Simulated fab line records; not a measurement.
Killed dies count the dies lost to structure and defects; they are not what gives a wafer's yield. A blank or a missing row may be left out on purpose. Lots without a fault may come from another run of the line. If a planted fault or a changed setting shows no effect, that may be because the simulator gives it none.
fab line records    flow sky130
[record] lots = 12  wafers = 33  last_day = 50
route steps=708 shown LI_CONTACT@376 LOCAL_INTERCONNECT@387 CONTACT@410 PAD_OPEN@708
lots that met no fault: taken from a fault-free run of the same line
start_h: hours from the record's opening day to when the first of the lot's shown wafers began    wait_h: time in hours since the lot's previous step    " same as the row above    L1.1+2: one row covering several wafers at once    - value missing, or start not given    * or withheld: withheld    < > ~ a bound
route shown NAME@n: a module of which the file shows steps, and the number in the route of the first    usual: mean/standard deviation of fault-free wafers    same: alike in all rows    chamber/n: place in a boat    sites: per-site readings    _std_site: their standard deviation    _edge_site: mean of outer sites minus mean of inner sites    radius_mm: for every site, how far away it sits from the centre of the wafer    mask NAME#n: copy n    behind: tool/chamber where the wafer was last shaped    hold: cause of the lot's hold/its duration in hours/its outcome    device: which transistor (n, p or np) failed to switch    end of line: the route-end tests of the same wafers    where a step has no rows: the recipe by itself    killed: count of dies lost to structure and defects at first sort (not the wafer's yield)    map: a wafer's dies, marking killed ones x, the rest . and places with no die _
set.NAME: setting as actually run; set.NAME@STEP: the setting as run at that earlier step    model.NAME: the simulator's own value behind a step, which no gauge read
steps of the route over a sample of lots; a table a step, a row a wafer
services: when a tool's chamber went out of use (start_h, in hours from the record's first day, below 0 if earlier), for how many hours, and the reason
[[steps]]
[step SKY_LI_CONTACT_ETCH_14]
[recipe] chemistry = N2/H2  target = BARC  ion_energy_ev = 200  source_w = 500  bias_w = 100  pressure_mtorr = 30  n2_flow_sccm = 100  h2_flow_sccm = 200  stop_on = SiO2  time_s = 45.9  target_depth_a = 600
[usual] drypump_motor_current_A = 5.6/0.54  oes_product_au = 0.855/0.0047  rf_fwd_power_W = 495.9/2.2  throttle_valve_pct = 13.225/0.0092
[same] time_s = 45.9
lot.wafer  tool         chamber  start_h  wait_h  drypump_motor_current_A  oes_product_au  rf_fwd_power_W  rf_hours_counter_h  throttle_valve_pct
L414.1     rie_diel-03  2        700.50   0.0     5.0                      0.852           496.7           22                  13.219
L414.2     "            3        "        "       6.4                      0.853           492.9           9                   13.231
L414.6     "            1        "        "       5.4                      0.854           495.6           -                   13.219
L415.2     rie_diel-01  1        703.55   0.0     5.4                      0.851           495.1           7                   13.229
L415.4     "            0        "        "       5.7                      0.858           496.4           1                   13.231
L415.6     "            3        "        "       6.0                      0.842           496.6           -                   13.238
L416.3     rie_diel-01  3        734.54   0.0     6.0                      0.856           497.1           20                  13.243
L416.4     "            0        "        "       5.7                      0.861           494.5           2                   13.224
L416.6     "            2        "        "       5.7                      0.849           496.5           -                   13.229
L419.1     rie_diel-03  1        738.50   0.0     5.3                      0.862           498.3           35                  13.234
L419.4     "            2        "        "       4.9                      0.852           495.7           23                  13.214
L419.5     "            1        "        "       5.3                      0.855           498.3           -                   13.239
L425.1     rie_diel-01  3        778.63   0.0     6.0                      0.857           495.3           20                  13.223
L425.3     "            2        "        "       5.7                      0.855           495.2           5                   13.199
L426.3     rie_diel-04  3        782.88   0.0     5.7                      0.849           497.4           10                  13.221
L426.6     "            2        "        "       6.0                      0.856           497.1           -                   13.220
L427.3     rie_diel-04  2        789.85   0.0     6.0                      0.856           496.1           9                   13.222
L427.6     "            1        "        "       6.2                      0.861           496.3           -                   13.221
L431.3     rie_diel-03  3        824.69   0.0     6.4                      0.851           495.9           12                  13.208
L431.4     "            0        "        "       4.7                      0.848           495.8           10                  13.234
L431.6     "            0        "        "       4.7                      0.859           496.4           -                   13.234
L432.3     rie_diel-03  3        827.64   0.0     6.4                      0.864           496.5           12                  13.200
L432.4     "            1        "        "       5.3                      0.854           496.7           0                   13.234
L432.6     "            3        "        "       6.4                      0.864           496.1           -                   13.236
L433.1     rie_diel-04  3        832.30   0.0     5.7                      0.855           495.7           11                  13.229
L433.5     "            3        "        "       5.7                      0.862           496.8           -                   13.240
L433.6     "            0        "        "       6.3                      0.857           495.3           -                   13.214
L434.1     rie_diel-03  2        839.88   0.0     4.9                      0.861           494.4           26                  13.229
L434.2     "            0        "        "       4.7                      0.856           492.6           11                  13.226
L434.5     "            2        "        "       4.9                      0.861           496.2           -                   13.209
L435.1     rie_diel-03  1        847.03   0.0     5.3                      0.856           498.7           1                   13.220
L435.4     "            2        "        "       5.0                      0.853           495.6           26                  13.229
L435.5     "            1        "        "       5.4                      0.854           496.6           -                   13.216
[step SKY_LOCAL_INTERCONNECT_SPUTTER_00]
[recipe] material = TiN  target_thk_nm = 100  temp_c = 300  power_w = 6500  time_s = 83.3  chamber_pressure_pa = 0.4
[usual] chamber_pressure_pa = 0.4001/0.00086  throttle_valve_pct = 29.9/0.76
[same] time_s = 83.3
lot.wafer  tool            chamber  start_h  wait_h  chamber_pressure_pa  throttle_valve_pct
L414.1     pvd_sputter-04  -        701.67   0.2     0.4004               30.7
L414.2     "               -        "        "       0.3994               28.7
L414.6     "               -        "        "       0.3998               30.5
L415.2     pvd_sputter-01  -        704.73   0.1     0.4007               30.4
L415.4     "               -        "        "       0.3999               31.2
L415.6     "               -        "        "       0.3999               28.7
L416.3     pvd_sputter-02  -        735.83   0.2     0.4001               28.6
L416.4     "               -        "        "       0.3997               30.6
L416.6     "               -        "        "       0.4016               31.0
L419.1     pvd_sputter-02  -        739.67   0.1     0.3991               30.3
L419.4     "               -        "        "       0.4004               29.7
L419.5     "               -        "        "       0.3998               30.0
L425.1     pvd_sputter-02  -        779.79   0.2     0.3996               28.5
L425.3     "               -        "        "       0.4000               30.0
L426.3     pvd_sputter-02  -        784.04   0.2     0.4000               30.2
L426.6     "               -        "        "       0.3997               30.3
L427.3     pvd_sputter-04  -        791.23   0.1     0.3992               29.9
L427.6     "               -        "        "       0.3992               30.2
L431.3     pvd_sputter-04  -        825.86   0.1     0.4004               29.6
L431.4     "               -        "        "       0.3998               30.5
L431.6     "               -        "        "       0.3994               29.7
L432.3     pvd_sputter-01  -        828.81   0.1     0.4013               28.8
L432.4     "               -        "        "       0.4006               29.6
L432.6     "               -        "        "       0.4010               29.8
L433.1     pvd_sputter-04  -        833.47   0.2     0.3987               29.0
L433.5     "               -        "        "       0.3995               30.3
L433.6     "               -        "        "       0.3995               28.6
L434.1     pvd_sputter-02  -        841.22   0.1     0.3996               28.9
L434.2     "               -        "        "       0.3988               29.8
L434.5     "               -        "        "       0.4012               30.0
L435.1     pvd_sputter-02  -        848.19   0.1     0.3998               29.9
L435.4     "               -        "        "       0.4017               30.7
L435.5     "               -        "        "       0.4012               30.2
[step SKY_CONTACT_CMP_04]
[recipe] material = SiO2  down_force_psi = 4  platen_rpm = 60  pad_velocity_m_s = 0.94248
[usual] head_pressure_psi = 4.002/0.0085  motor_current_A = 12.1/0.91  time_to_endpoint_s = 81/3.9
lot.wafer  tool    chamber  start_h  wait_h  head_pressure_psi  motor_current_A  time_to_endpoint_s
L414.2     cmp-02  1        729.91   0.0     4.001              12.1             82
L414.1     "       3        "        "       3.999              11.9             83
L414.6     "       2        "        "       3.988              11.9             84
L415.2     cmp-01  2        733.35   0.1     4.020              13.3             79
L415.4     "       3        "        "       3.992              10.0             81
L415.6     "       0        "        "       3.989              12.5             86
L416.3     cmp-01  2        764.32   0.1     4.002              12.7             82
L416.4     "       0        "        "       3.999              12.9             80
L416.6     "       2        "        "       3.993              12.8             78
L419.4     cmp-01  2        767.86   0.1     3.999              13.5             84
L419.1     "       0        "        "       3.989              12.2             79
L419.5     "       2        "        "       3.997              12.5             82
L425.1     cmp-01  2        807.83   0.4     3.990              13.2             74
L425.3     "       0        "        "       3.989              12.8             107
L426.3     cmp-01  1        811.03   0.1     4.013              11.4             102
L426.6     "       1        "        "       4.006              11.5             82
L427.3     cmp-01  0        818.45   0.1     4.001              13.0             106
L427.6     "       0        "        "       4.005              12.6             79
L431.3     cmp-02  1        853.56   0.2     4.014              12.7             82
L431.4     "       3        "        "       3.999              11.7             84
L431.6     "       1        "        "       4.003              12.4             86
L432.4     cmp-02  2        856.58   0.0     4.013              12.8             86
L432.3     "       0        "        "       4.005              13.2             86
L432.6     "       2        "        "       4.001              12.6             83
L433.1     cmp-02  3        860.61   0.1     4.008              11.8             79
L433.5     "       3        "        "       4.013              11.3             81
L433.6     "       0        "        "       4.012              12.5             85
L434.2     cmp-02  3        868.60   0.1     4.008              11.9             85
L434.1     "       0        "        "       4.001              13.2             83
L434.5     "       2        "        "       4.005              12.0             86
L435.1     cmp-02  2        876.15   0.1     4.022              12.5             81
L435.4     "       0        "        "       3.989              12.9             82
L435.5     "       1        "        "       4.015              12.6             76
[step SKY_CONTACT_ETCH_17]
[recipe] target = SiO2  chemistry = C4F8/O2/Ar  stop_on = Si3N4  mask_material = KrF-thick  source_w = 1500  bias_w = 1200  pressure_mtorr = 40  c4f8_flow_sccm = withheld  O2_flow_sccm = 6  Ar_flow_sccm = 300  time_s = withheld  target_depth_a = 3400
[usual] oes_product_au = 0.892/0.0048  rf_fwd_power_W = 1488/5.9
lot.wafer  tool         chamber  start_h  wait_h  oes_product_au  rf_fwd_power_W
L414.1     rie_diel-02  0        757.67   0.0     0.898           1480
L414.2     "            2        "        "       0.889           1483
L414.6     "            0        "        "       0.893           1482
L415.2     rie_diel-02  0        760.77   0.0     0.899           1492
L415.4     "            1        "        "       0.895           1493
L415.6     "            2        "        "       0.887           1488
L416.3     rie_diel-03  1        792.09   0.0     0.887           1492
L416.4     "            2        "        "       0.893           1495
L416.6     "            3        "        "       0.897           1481
L419.1     rie_diel-02  1        795.17   0.0     0.891           1479
L419.4     "            0        "        "       0.891           1483
L419.5     "            2        "        "       0.897           1488
L425.1     rie_diel-02  2        834.44   0.0     0.895           1491
L425.3     "            0        "        "       0.992           1484
L426.3     rie_diel-03  3        837.94   0.0     0.999           1488
L426.6     "            0        "        "       0.896           1483
L427.3     rie_diel-02  3        845.62   0.0     0.988           1490
L427.6     "            3        "        "       0.886           1489
L431.3     rie_diel-03  3        879.24   0.0     0.893           1484
L431.4     "            1        "        "       0.900           1497
L431.6     "            0        "        "       0.896           1482
L432.3     rie_diel-04  1        882.99   0.0     0.895           1480
L432.4     "            0        "        "       0.885           1482
L432.6     "            1        "        "       0.894           1479
L433.1     rie_diel-04  1        886.50   0.0     0.893           1492
L433.5     "            3        "        "       0.898           1489
L433.6     "            2        "        "       0.896           1504
L434.1     rie_diel-04  1        894.87   0.0     0.895           1489
L434.2     "            2        "        "       0.891           1495
L434.5     "            2        "        "       0.899           1494
L435.1     rie_diel-02  1        901.69   0.0     0.896           1492
L435.4     "            0        "        "       0.894           1481
L435.5     "            2        "        "       0.896           1482
[step SKY_CONTACT_CVD_24]
[recipe] material = W  target_thk_nm = 340  time_s = 102.12  temp_c = 400  pressure_torr = 40
[usual] heater_power_w = 874/58
[same] time_s = 102.12
lot.wafer  tool      chamber  start_h  wait_h  heater_power_w
L414.1     cvd_w-02  0        758.41   0.0     914
L414.2     "         1        "        "       909
L414.6     "         1        "        "       914
L415.2     cvd_w-01  1        761.51   0.0     730
L415.4     "         1        "        "       752
L415.6     "         1        "        "       757
L416.3     cvd_w-02  1        792.91   0.1     936
L416.4     "         0        "        "       912
L416.6     "         1        "        "       904
L419.1     cvd_w-01  0        795.91   0.0     869
L419.4     "         1        "        "       760
L419.5     "         0        "        "       853
L425.1     cvd_w-01  1        835.28   0.0     747
L425.3     "         1        "        "       732
L426.3     cvd_w-02  0        838.78   0.1     905
L426.6     "         1        "        "       933
L427.3     cvd_w-02  1        846.83   0.1     923
L427.6     "         1        "        "       905
L431.3     cvd_w-01  0        880.02   0.1     856
L431.4     "         1        "        "       743
L431.6     "         0        "        "       856
L432.3     cvd_w-02  0        883.77   0.1     922
L432.4     "         1        "        "       921
L432.6     "         1        "        "       918
L433.1     cvd_w-01  0        887.27   0.0     892
L433.5     "         1        "        "       760
L433.6     "         0        "        "       889
L434.1     cvd_w-02  0        895.61   0.0     901
L434.2     "         1        "        "       910
L434.5     "         0        "        "       931
L435.1     cvd_w-01  1        902.87   0.0     752
L435.4     "         0        "        "       849
L435.5     "         0        "        "       868
[step SKY_PAD_OPEN_PROBE_99]
[usual] killed_at_M0_to_M3 = 43/6.5  killed_at_M4_up = 3.5/1.9  killed_at_contacts = 24/5.4  killed_at_front_end = 16/4.8  killed_at_other = 0.4/0.64  killed_dies = 87/9.4  killed_on_rim = 18/4.1  killed_open = 47/7  killed_short = 40/6.3
[same] gross_dies = 492  killed_at_back_side = 0
lot.wafer  tool       chamber  start_h  wait_h  killed_at_M0_to_M3  killed_at_M4_up  killed_at_contacts  killed_at_front_end  killed_at_other  killed_dies  killed_on_rim  killed_open  killed_short
L425.1     prober-01  -        1149.16  0.1     44                  0                22                  19                   0                85           20             51           34
L425.3     prober-01  -        1149.26  0.2     43                  2                72                  17                   1                135          36             38           49
L426.3     prober-02  -        1150.76  0.2     32                  2                135                 21                   0                190          51             45           31
L426.6     prober-02  -        1150.91  0.2     50                  2                16                  15                   0                83           16             49           34
L427.3     prober-01  -        1157.41  0.2     46                  1                294                 15                   0                356          43             44           47
L427.6     prober-01  -        1157.56  0.2     42                  5                18                  19                   2                86           22             32           54
// killed by level:class
L425.1 VIA1:geometric_particle:open=12 CONTACT:geometric_particle:open=8 VIA3:geometric_particle:open=7 METAL1:geometric_particle:short=6 LI_CONTACT:geometric_particle:open=5 VIA2:geometric_particle:open=5 FIELD_ISO:geometric_particle:open=4 FIELD_ISO:geometric_particle:short=4
L425.3 CONTACT:area_cmp=48 METAL1:geometric_particle:short=11 CONTACT:geometric_particle:open=9 VIA1:geometric_particle:open=8 METAL2:geometric_particle:short=5 FIELD_ISO:geometric_particle:open=4 POLY_GATE:geometric_particle:open=4 POLY_GATE:geometric_particle:short=4
L426.3 CONTACT:area_cmp=114 VIA1:geometric_particle:open=10 LI_CONTACT:geometric_particle:open=9 FIELD_ISO:geometric_particle:short=7 CONTACT:geometric_particle:open=7 VIA2:geometric_particle:open=7 FIELD_ISO:geometric_particle:open=6 SPACER:geometric_particle:short=4
L426.6 VIA1:geometric_particle:open=15 VIA1:geometric_particle:short=8 VIA2:geometric_particle:open=7 FIELD_ISO:geometric_particle:open=5 LI_CONTACT:geometric_particle:open=5 VIA3:geometric_particle:open=5 METAL1:geometric_particle:short=4 VIA2:geometric_particle:short=4
L427.3 CONTACT:area_cmp=265 VIA1:geometric_particle:open=14 CONTACT:geometric_particle:short=8 METAL1:geometric_particle:short=6 LOCAL_INTERCONNECT:geometric_particle:short=6 CONTACT:geometric_particle:open=6 VIA3:geometric_particle:open=6 POLY_GATE:geometric_particle:short=5
L427.6 METAL2:geometric_particle:short=8 FIELD_ISO:geometric_particle:short=6 METAL1:geometric_particle:short=6 VIA1:geometric_particle:short=6 CONTACT:geometric_particle:open=5 LOCAL_INTERCONNECT:geometric_particle:short=5 VIA1:geometric_particle:open=5 METAL4:geometric_particle:short=5
[[services]]
tool            chamber  start_h  hours  kind
cvd_w-01        -        683.55   14.6   pm
rie_diel-04     1        693.39   6.8    repair
cvd_w-01        -        700.39   6.9    pm
cmp-02          -        701.28   0.3    repair
cvd_w-01        1        707.48   3.2    repair
rie_diel-04     -        708.68   0.3    repair
rie_diel-02     1        725.74   7.4    repair
cvd_w-01        0        728.48   1.9    repair
cvd_w-02        1        731.05   10.9   repair
rie_diel-04     1        732.00   4.7    repair
cmp-02          -        743.57   1.6    repair
cvd_w-02        -        755.01   0.9    repair
rie_diel-03     -        771.29   2.8    pm
cvd_w-01        -        774.71   8.2    repair
cmp-02          -        786.64   30.2   repair
rie_diel-03     0        790.85   2.9    repair
cmp-02          -        804.44   1.9    repair
cvd_w-01        1        811.77   9.8    repair
pvd_sputter-02  -        814.32   2.1    repair
cmp-02          -        815.79   3.2    repair
rie_diel-03     1        836.31   4.3    repair
cvd_w-02        1        860.79   5.3    repair
pvd_sputter-02  -        870.27   2.4    repair
cmp-02          -        887.99   2.6    repair
[[key]]
[first_sign] step = SKY_CONTACT_CMP_04  reading = time_to_endpoint_s  direction = up  sigmas = 6.3  usual = *  struck = *
[effect] step = SKY_CONTACT_ETCH_17  reading = oes_product_au  direction = up  sigmas = 21  usual = 0.892  struck = 0.993
[effect] step = SKY_PAD_OPEN_PROBE_99  reading = killed_at_contacts  direction = up  sigmas = 26  usual = 24  struck = 167
[more_kills_born_at] SKY_CONTACT_CMP_04@cmp-01 = 427
met_at SKY_CONTACT_CMP_04
struck_lots L425,L426,L427
struck_wafers L425.3,L426.3,L427.3
later_rows_left_out L427.3
tester_left_out L425,L426,L427
not_acting_at SKY_LI_CONTACT_ETCH_14,SKY_LOCAL_INTERCONNECT_SPUTTER_00,SKY_CONTACT_CVD_24
onset_between 767.86 807.83
[fault] kind = process_parameter_drift  tool = cmp-01  chamber = -  onset_h = 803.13  steps = SKY_CONTACT_CMP_04  channel = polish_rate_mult  offset = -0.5  shape = step  end_h = 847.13  scope = struck_wafers_only
// tester_left_out: of these lots the tester's yield and bins aren't shown, on N5 and GAA mostly nor the transistor test; their killed dies are dies lost to structure and defects alone, not to doping, threshold or leakage, so they don't give the yield
// later_rows_left_out: the simulator's readings of these wafers behind a module that went badly wrong aren't trusted and aren't shown, but for the sort
